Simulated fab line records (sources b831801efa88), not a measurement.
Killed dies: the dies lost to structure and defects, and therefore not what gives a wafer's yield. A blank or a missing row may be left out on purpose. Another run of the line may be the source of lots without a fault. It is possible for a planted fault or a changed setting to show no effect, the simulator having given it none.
A lot that was struck, set against a sound lot / flow sky130 / 45 steps out of a route of 708
Sound: the wafers L847.2, L847.3, L847.5. Wafers struck: L854.1, L854.2, L854.5. The cause comes at the end.
Order at every step that has rows: each side's tool, ch and its chambers, its first start. Under that, the readings that differ: sound wafers / struck wafers / difference of the means / sigmas: that difference in standard deviations of wafers without a fault.
alike: words and numbers the same on both sides, and readings whose means are apart by under 2 such deviations; not compared: readings that were withheld, readings missing a value for some wafer, numbers with overlapping values and no deviation given by the record, and bounds like >300 which may hide the same value.
The two part at a step that has a row with sigmas, a row that says differs or no value, or rows on one side only. Non-overlapping numbers with no deviation appear without sigmas and do not part them. A reading missing from all wafers of one side parts the sides only when that side holds two or more wafers.

first, 5 steps without rows for these wafers: SKY_LDD_P_COAT_02 (resist thk 1140 nm); SKY_LDD_P_SOFTBAKE_03 (time 60 s); SKY_LDD_P_EXPOSE_04 (exposes mask PSDM, target cd 380 nm); SKY_LDD_P_PEB_05; SKY_LDD_P_DEVELOP_06 (develop time 60 s).
SKY_LDD_P_CD_MEAS_07 targets a cd of 380 nm.
  sound on cd_sem-02, day 23 20:15; struck on cd_sem-02, day 26 08:13
reading=cd_nm (nm); sound=381.1 379.5 383.4; struck=375.3 378.1 376.1; difference=-4.8; sigmas=-2
SKY_LDD_P_OVL_MEAS_08:
  sound on overlay-02, day 23 20:22; struck on overlay-01, day 26 08:20
  alike: LDD_P_OVL
next, for these wafers, 1 step has no rows: SKY_LDD_P_IMPLANT_09.
SKY_LDD_P_STRIP_10: strips in O2/N2.
  sound on plasma_asher-01 ch 0,1, day 23 20:32; struck on plasma_asher-02 ch 0,1, day 26 08:31
  alike: drypump_motor_current_A, oes_product_au, strip_time_to_endpoint_s
  not compared: rf_hours_counter_h
SKY_LDD_P_TW_MEAS_11:
  sound on film_metro-03, day 23 20:39; struck on film_metro-03, day 26 08:37
  alike: LDD_P_TW
then, 2 steps without rows for these wafers: SKY_LDD_HVN_DEHYDRATE_00 (time 60 s); SKY_LDD_HVN_HMDS_01 (prime time 60 s).
SKY_LDD_HVN_COAT_02: resist thk 300 nm.
  struck on litho_track-03, day 26 22:14; sound on litho_track-01 ch 0, day 24 11:26
  no value came back on the struck wafers for chill_plate_temp_C (C), dispense_pressure_kPa (kPa); on the sound wafers chill_plate_temp_C (C) reads 23.12 23.05 23.13
then, 4 steps without rows for these wafers: SKY_LDD_HVN_SOFTBAKE_03 (time 60 s); SKY_LDD_HVN_EXPOSE_04 (exposes mask HVNTM, target cd 700 nm); SKY_LDD_HVN_PEB_05; SKY_LDD_HVN_DEVELOP_06 (develop time 60 s).
SKY_LDD_HVN_OVL_MEAS_07:
  sound on overlay-02, day 25 03:41; struck on overlay-02, day 27 12:53
reading=LDD_HVN_OVL (nm); sound=-0.1 0.2 1.9; struck=- - -; difference=no value on the struck wafers; sigmas=
next, for these wafers, 1 step has no rows: SKY_LDD_HVN_IMPLANT_08.
SKY_LDD_HVN_STRIP_09: strips in O2/N2.
  sound on plasma_asher-01 ch 0,1, day 25 03:52; struck on plasma_asher-02 ch 0,1, day 27 13:04
  no value came back on the struck wafers for oes_product_au (a.u.), strip_time_to_endpoint_s (s); on the sound wafers oes_product_au (a.u.) reads 0.408 0.401 0.407
reading=drypump_motor_current_A (A); sound=6.7 6.8 5.8; struck=5.3 5.1 5.3; difference=-1.2; sigmas=-2
  not compared: rf_hours_counter_h
SKY_LDD_HVN_TW_MEAS_10:
  sound on film_metro-02, day 25 03:59; struck on film_metro-02, day 27 13:10
  alike: LDD_HVN_TW
then, 7 steps without rows for these wafers: SKY_LDD_HVP_DEHYDRATE_00 (time 60 s); SKY_LDD_HVP_HMDS_01 (prime time 60 s); SKY_LDD_HVP_COAT_02 (resist thk 300 nm); SKY_LDD_HVP_SOFTBAKE_03 (time 60 s); SKY_LDD_HVP_EXPOSE_04 (exposes mask HVPTM, target cd 700 nm); SKY_LDD_HVP_PEB_05; SKY_LDD_HVP_DEVELOP_06 (develop time 60 s).
SKY_LDD_HVP_OVL_MEAS_07:
  sound on overlay-02, day 26 10:13; struck on overlay-02, day 28 17:01
  alike: LDD_HVP_OVL
next, for these wafers, 1 step has no rows: SKY_LDD_HVP_IMPLANT_08.
SKY_LDD_HVP_STRIP_09: strips in O2/N2.
  sound on plasma_asher-03 ch 0,1, day 26 10:23; struck on plasma_asher-04 ch 0,1, day 28 17:11
  alike: drypump_motor_current_A, oes_product_au, strip_time_to_endpoint_s
  not compared: rf_hours_counter_h
SKY_LDD_HVP_TW_MEAS_10:
  sound on film_metro-01, day 26 10:30; struck on film_metro-01, day 28 17:17
reading=LDD_HVP_TW; sound=451.4 450.7 448.5; struck=1434.3 1431.5 1440.9; difference=+985.4; sigmas=+99 or more
then, 7 steps without rows for these wafers: SKY_LDD_LDN_DEHYDRATE_00 (time 60 s); SKY_LDD_LDN_HMDS_01 (prime time 60 s); SKY_LDD_LDN_COAT_02 (resist thk 1140 nm); SKY_LDD_LDN_SOFTBAKE_03 (time 60 s); SKY_LDD_LDN_EXPOSE_04 (exposes mask LDNTM, target cd 700 nm); SKY_LDD_LDN_PEB_05; SKY_LDD_LDN_DEVELOP_06 (develop time 60 s).
SKY_LDD_LDN_OVL_MEAS_07:
  sound on overlay-01, day 27 15:10; struck on overlay-02, day 29 21:45
  alike: LDD_LDN_OVL
then, 2 steps without rows for these wafers: SKY_LDD_LDN_IMPLANT_08; SKY_LDD_LDN_IMPLANT_09.
SKY_LDD_LDN_TW_MEAS_13:
  sound on film_metro-01, day 27 15:54; struck on film_metro-02, day 29 22:29
reading=LDD_LDN_TW; sound=1461 1477 1476; struck=1813 1814 1825; difference=+346; sigmas=+37
-- here the record skips 2 days between the struck wafers' starts before and after, leaving off in module LDD_LDN and picking up in module SD_P (first step shown: number 331 of the route) --
SKY_SD_P_TW_MEAS_11:
  sound on film_metro-02, day 30 03:21; struck on film_metro-03, day 32 06:43
reading=SD_P_TW; sound=2810 2820 2804; struck=2918 2913 2911; difference=+103; sigmas=+6
SKY_RES_XHIGH_TW_MEAS_09:
  sound on film_metro-02, day 31 06:40; struck on film_metro-03, day 33 08:56
reading=RES_XHIGH_TW; sound=1635 1634 1638; struck=1956 1942 1940; difference=+310; sigmas=+32

## WHERE THEY PART
Last at SKY_RES_XHIGH_TW_MEAS_09 as far as this record goes, first at SKY_LDD_P_CD_MEAS_07.

WHY: what the simulator had put in
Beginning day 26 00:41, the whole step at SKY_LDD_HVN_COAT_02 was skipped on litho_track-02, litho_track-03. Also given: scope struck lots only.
